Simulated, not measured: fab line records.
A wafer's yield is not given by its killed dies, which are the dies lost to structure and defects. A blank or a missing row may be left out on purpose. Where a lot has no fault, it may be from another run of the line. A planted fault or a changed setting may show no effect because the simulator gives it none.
A struck lot beside a sound one | flow gf180mcu | 18 out of 602 route steps
Sound: the wafers L783.3, L783.4, L783.5. Struck: wafer L775.5; the same lot's L775.4 was not struck, so it is left out; see the end for the cause.
For every step that has rows: the tool of each side, followed by ch and its chambers, followed by its first start. Under that, the readings that differ: sound wafers | struck wafers | difference of the means | sigmas: that difference in standard deviations of wafers without a fault.
alike: words and numbers the same on both sides, and readings whose means are apart by under 2 such deviations; not compared: readings that were withheld, readings missing a value for some wafer, numbers with overlapping values and no deviation given by the record, and bounds like >300 which may hide the same value.
Wherever a step has rows on one side only, a row that says differs or no value, or a row with sigmas, the two part there. Numbers that have no deviation but don't overlap get no sigmas and don't part them. Lack of a reading on every wafer of one side parts them only where that side has two or more wafers.

first, 2 steps without rows for these wafers: GF_CONTACT_PEB_12 (peb time 90 s); GF_CONTACT_DEVELOP_13 (develop time 60 s).
GF_CONTACT_CD_MEAS_14 targets a cd of 220 nm.
  sound on cd_sem-01 at day 23 14:19; struck on cd_sem-01 at day 20 21:29
  alike: cd_nm
GF_CONTACT_OVL_MEAS_15:
  sound on overlay-02 at day 23 14:25; struck on overlay-01 at day 20 21:33
  alike: CONTACT_OVL
GF_CONTACT_ETCH_16: etches BARC in N2/H2.
  sound on rie_diel-04 ch 1,3, day 23 14:26; struck on rie_diel-01 ch 0, day 20 21:34
  reading                     | sound       | struck | difference | sigmas
  drypump_motor_current_A (A) | 5.4 5.7 5.4 | 6.5    | +1.0       | +3
  alike: chamber_pressure_mTorr, oes_product_au, throttle_valve_pct
GF_CONTACT_ETCH_17: etches SiO2 in C4F8/O2/Ar, stops on CoSi2, target depth 860 nm.
  sound on rie_diel-04 ch 1,3; struck on rie_diel-01 ch 0
  alike: chamber_pressure_mTorr, oes_product_au
then, 4 steps without rows for these wafers: GF_CONTACT_STRIP_18 (strips in O2/N2); GF_CONTACT_CLEAN_19 (cleans in SPM); GF_CONTACT_CLEAN_20 (cleans in DIW); GF_CONTACT_CLEAN_21 (cleans in dHF, time 20 s).
GF_CONTACT_SPUTTER_22: material Ti, target thk 15 nm, time 80.02 s.
  sound on pvd_sputter-01 at day 23 14:53; struck on pvd_sputter-04 at day 20 22:02
  alike: throttle_valve_pct
GF_CONTACT_SPUTTER_23: material TiN, target thk 10 nm, time 40 s.
  sound on pvd_sputter-01 at day 23 14:58; struck on pvd_sputter-04 at day 20 22:05
  alike: throttle_valve_pct
GF_CONTACT_CVD_24: deposits W, target thk 300 nm, time 90.339 s.
  sound on cvd_w-01 ch 0,1, day 23 15:02; struck on cvd_w-02 ch 0, day 20 22:10
  reading                               | sound             | struck | difference | sigmas
  model.W_of_CONTACT_CVD_24.thk_nm (nm) | 294.5 296.9 297.8 | 144.5  | -151.9     |
  alike: heater_power_w
GF_CONTACT_RS_MEAS_25: the measuring method here is four-point-probe.
  sound on film_metro-03 at day 23 15:08; struck on film_metro-04 at day 20 22:35
  reading               | sound             | struck | difference | sigmas
  CONTACT_W_RS (ohm/sq) | 0.389 0.386 0.385 | 0.805  | +0.418     | +99 or more
  not compared: hold
GF_CONTACT_THK_MEAS_26: measures by xrf.
  sound on film_metro-03 at day 23 15:14; struck on film_metro-04 at day 21 00:35
  reading            | sound       | struck | difference | sigmas
  CONTACT_W_THK (nm) | 296 299 300 | 143    | -155       | -43
  not compared: hold
GF_CONTACT_CMP_27: polishes, stops on SiO2, t overpolish 15 s, target thk 0 nm.
  sound on cmp-01 ch 0,2, day 23 15:19; struck on cmp-02 ch 2, day 21 09:49
  reading                | sound             | struck                   | difference                   | sigmas
  hold                   | - - -             | await_dispo/9.1h/release | no value on the sound wafers |
  slurry_flow_ml_min     | 150.2 150.8 150.4 | 149.5                    | -1.0                         | -2
  time_to_endpoint_s (s) | 74 69 73          | 36                       | -36                          | -9
  alike: motor_current_A
GF_M1_SPUTTER_00: material Ti, target thk 37.5 nm, time 150 s.
  sound on pvd_sputter-04 at day 23 15:34; struck on pvd_sputter-04 at day 21 10:04
  alike: throttle_valve_pct
GF_PASSIVATION_PROBE_99:
  sound wafers here have rows in the record (prober-01, day 34 14:56); struck ones have none

== WHERE THEY PART ==
First at GF_CONTACT_ETCH_16; last, within this record, at GF_PASSIVATION_PROBE_99.

WHY: what the simulator had put in
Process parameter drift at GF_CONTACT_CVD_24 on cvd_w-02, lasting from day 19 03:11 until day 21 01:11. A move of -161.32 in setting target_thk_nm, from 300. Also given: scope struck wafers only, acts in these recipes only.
